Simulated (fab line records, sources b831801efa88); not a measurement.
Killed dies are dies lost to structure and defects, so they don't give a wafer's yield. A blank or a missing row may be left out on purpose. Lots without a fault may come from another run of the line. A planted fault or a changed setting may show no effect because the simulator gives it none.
One fault seen from 2 desks | flow gf180mcu | each desk has only its own numbers; what lay behind them comes last

THE TOOL OWNER'S DESK: cvd_w-02
The tool's own readings at GF_V2_CVD_23 (deposits W, target thk 350 nm, time 104.94 s): means of the sampled wafers that have a number, for each lot that ran on this tool. A lot is out of limits, marked OUT, if its mean lies more than 4 standard deviations from the usual mean; the brackets give that distance.
Columns: A = heater_power_outer_w at GF_V2_CVD_23, usual 563 W; B = heater_power_w at GF_V2_CVD_23, usual 905 W
lot  | first seen here | A   | B
L346 | day 21 21:20    | 569 | 915
L347 | day 22 04:14    | 579 | 895
L351 | day 23 18:28    | 537 | 871
L352 | day 24 09:59    | 540 | 850
L353 | day 24 16:26    | 541 | 867
L360 | day 26 14:06    | 603 | 953
This desk's finding: nothing out of limits on any of the 6 lots.

THE METROLOGY DESK
What the gauges read, lot by lot, whatever tool the lot ran on: means of the sampled wafers that have a number. A lot is out of limits, marked OUT, if its mean lies more than 4 standard deviations from the usual mean; the brackets give that distance.
Columns: A = M2_ALCU_THK at GF_M2_THK_MEAS_06, usual 448 nm; B = V2_W_RS at GF_V2_RS_MEAS_24, usual 0.327 ohm/sq
lot  | first seen here | A   | B
L342 | day 18 13:41    | 442 | 0.328
L344 | day 18 18:35    | 457 | 0.324
L346 | day 19 19:20    | 447 | 0.331
L347 | day 20 02:16    | 451 | 0.331
L348 | day 20 19:26    | 447 | 0.326
L351 | day 21 17:50    | 455 | 0.326
L352 | day 22 11:46    | 449 | 0.326
L353 | day 22 17:17    | 450 | 0.324
L355 | day 23 01:38    | 444 | 0.329
L360 | day 24 19:10    | 448 | 0.337
L363 | day 25 18:22    | 448 | 0.326
L364 | day 26 01:38    | 448 | 0.329
This desk's finding: nothing out of limits on any of the 12 lots.

PUT TOGETHER
The tool owner's desk saw nothing out of limits.
The metrology desk saw nothing out of limits.

WHAT THE SIMULATOR HAD PUT IN
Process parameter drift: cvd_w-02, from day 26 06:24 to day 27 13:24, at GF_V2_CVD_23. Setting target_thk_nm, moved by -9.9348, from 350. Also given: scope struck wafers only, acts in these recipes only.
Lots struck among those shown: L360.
